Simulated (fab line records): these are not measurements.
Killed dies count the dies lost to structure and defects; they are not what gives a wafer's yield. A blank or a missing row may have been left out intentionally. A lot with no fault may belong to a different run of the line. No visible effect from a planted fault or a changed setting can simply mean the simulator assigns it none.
The tool behind it: which one? ; flow gf180mcu ; 33 wafers from 11 lots sampled at 4 of the route's 602 steps

WHAT THE GAUGES READ, wafer by wafer
GF_V1_CD_MEAS_14 targets a cd of 260 nm.
lot;measured;on;cd_nm (nm)
L313;day 18 00:27;cd_sem-02;261.3 260.9 260.1
L314;day 18 13:59;cd_sem-01;258.8 260.0 259.0
L315;day 18 14:50;cd_sem-02;260.8 262.4 259.8
L320;day 20 22:09;cd_sem-01;253.0 252.4 253.4
L321;day 21 04:52;cd_sem-02;260.9 259.8 259.1
L322;day 21 17:12;cd_sem-01;259.6 260.5 260.6
L325;day 22 18:55;cd_sem-01;257.0 255.0 257.3
L326;day 22 21:57;cd_sem-01;260.1 259.6 260.4
L330;day 24 11:45;cd_sem-01;258.8 258.5 257.8
L331;day 24 15:38;cd_sem-01;260.5 260.3 260.6
L332;day 25 04:58;cd_sem-02;260.0 260.1 259.8

EACH LOT AND THE TOOL THAT RAN IT (in order: tool; ch and the chambers of the sampled wafers; start)
lot;GF_CONTACT_SPUTTER_23;GF_M1_STRIP_17;GF_V1_EXPOSE_11
L313;pvd_sputter-01, day 16 01:24;plasma_asher-02 ch 0,1, day 17 00:26;krf_scanner-02 ch 0, day 17 13:09
L314;pvd_sputter-01, day 16 13:14;plasma_asher-02 ch 0,1, day 17 13:13;krf_scanner-02 ch 0, day 18 01:50
L315;pvd_sputter-02, day 16 13:36;plasma_asher-01 ch 0,1, day 17 13:32;krf_scanner-01 ch 0, day 18 02:40
L320;pvd_sputter-02, day 18 19:03;plasma_asher-04 ch 0,1, day 19 20:31;krf_scanner-01 ch 0, day 20 10:32
L321;pvd_sputter-02, day 19 01:39;plasma_asher-01 ch 0,1, day 20 03:26;krf_scanner-02 ch 0, day 20 17:11
L322;pvd_sputter-02, day 19 14:12;plasma_asher-02 ch 0,1, day 20 15:58;krf_scanner-02 ch 0, day 21 05:09
L325;pvd_sputter-02, day 20 17:35;plasma_asher-04 ch 0,1, day 21 18:28;krf_scanner-01 ch 0, day 22 07:23
L326;pvd_sputter-01, day 20 20:58;plasma_asher-01 ch 0,1, day 21 21:13;krf_scanner-02 ch 0, day 22 10:40
L330;pvd_sputter-02, day 22 12:31;plasma_asher-04 ch 0,1, day 23 11:59;krf_scanner-02 ch 0, day 24 00:38
L331;pvd_sputter-02, day 22 16:33;plasma_asher-02 ch 0,1, day 23 16:04;krf_scanner-02 ch 0, day 24 04:40
L332;pvd_sputter-01, day 23 05:53;plasma_asher-01 ch 0,1, day 24 05:29;krf_scanner-02 ch 0, day 24 17:54
- GF_CONTACT_SPUTTER_23: material TiN, target thk 10 nm, time 40 s.
- GF_M1_STRIP_17: strips in O2/N2.
- GF_V1_EXPOSE_11: exposes mask Via1, target cd 260 nm.

WHAT THE TOOLS THEMSELVES READ (means of the sampled wafers that have a number; where no wafer has one, the mark that the record gives instead)
GF_CONTACT_SPUTTER_23.
lot;tool;throttle_valve_pct (%)
L313;pvd_sputter-01;29.6
L314;pvd_sputter-01;29.4
L315;pvd_sputter-02;30.3
L320;pvd_sputter-02;30.1
L321;pvd_sputter-02;30.4
L322;pvd_sputter-02;31.4
L325;pvd_sputter-02;31.4
L326;pvd_sputter-01;29.8
L330;pvd_sputter-02;30.5
L331;pvd_sputter-02;30.8
L332;pvd_sputter-01;29.7

GF_M1_STRIP_17.
lot;tool;drypump_motor_current_A (A);heater_power_w (W);o2_flow_sccm (sccm);oes_product_au (a.u.);platen_temp_c (C);strip_time_to_endpoint_s (s)
L313;plasma_asher-02;5.9;287;3000;0.560;249.96;7.94
L314;plasma_asher-02;5.7;299;3006;0.560;249.98;7.90
L315;plasma_asher-01;6.0;332;3017;0.562;250.04;7.98
L320;plasma_asher-04;5.5;311;2994;0.552;250.06;7.78
L321;plasma_asher-01;6.1;336;3009;0.556;250.03;7.86
L322;plasma_asher-02;5.9;290;2992;0.557;249.92;7.82
L325;plasma_asher-04;5.3;285;3009;0.560;250.11;7.87
L326;plasma_asher-01;5.8;329;2996;0.559;249.87;7.88
L330;plasma_asher-04;5.3;285;2994;0.558;250.05;7.97
L331;plasma_asher-02;5.7;290;2991;0.554;250.01;7.84
L332;plasma_asher-01;5.8;326;3005;0.560;250.09;7.93

GF_V1_EXPOSE_11.
lot;tool;exposure_dose_mJ_cm2
L313;krf_scanner-02;38.04
L314;krf_scanner-02;37.97
L315;krf_scanner-01;37.96
L320;krf_scanner-01;36.52
L321;krf_scanner-02;37.99
L322;krf_scanner-02;38.05
L325;krf_scanner-01;36.79
L326;krf_scanner-02;37.96
L330;krf_scanner-02;37.95
L331;krf_scanner-02;38.01
L332;krf_scanner-02;37.97

THE ANSWER, worked out from the rows above alone
Rule: what is usual is taken from the lots themselves. Put in order of their means at a reading, lots are off if they are a third of the lots or fewer, leave a main group of 4 or more, and stand apart from it by a gap of 3 or more times the standard deviation of the main group's means; of several such gaps the widest counts. A main group is skipped when, at the precision printed for the reading in the tables above, its means are all equal. Also off: a lot with no number at a reading for which 4 or more lots have one. The other lots that the step has rows for count as sound. After the gauges, taken in route order, come the tools' own readings; for these a lot's mean is taken, as printed above. At the first step where some lot is off, the reading lying furthest off is the one used; lots without a number count as furthest.
Off: L320, L325, at GF_V1_EXPOSE_11 (exposure_dose_mJ_cm2). The main group: mean 37.99, standard deviation 0.034.
A tool fits if, at that step or a process step before it, it ran every lot that is off, and no sound lot after the first of them. One candidate fits, namely krf_scanner-01 at GF_V1_EXPOSE_11. A fault onset in the window from L315 (day 18 02:40, its last sound lot) to L320 (day 20 10:32, its first lot off) fits.
The tool's own readings at GF_V1_EXPOSE_11 bear it out: on the lots that are off they differ by more than 5 times the standard deviation of the sound lots' means. exposure_dose_mJ_cm2 reads 36.66 there against 37.99 on the sound lots.

WHAT THE SIMULATOR HAD PUT IN
Process parameters drifting: krf_scanner-01 at GF_V1_EXPOSE_11, beginning at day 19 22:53. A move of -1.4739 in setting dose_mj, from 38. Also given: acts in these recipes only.
Lots struck among those shown: L320, L325. The rule given above showed the same thing.
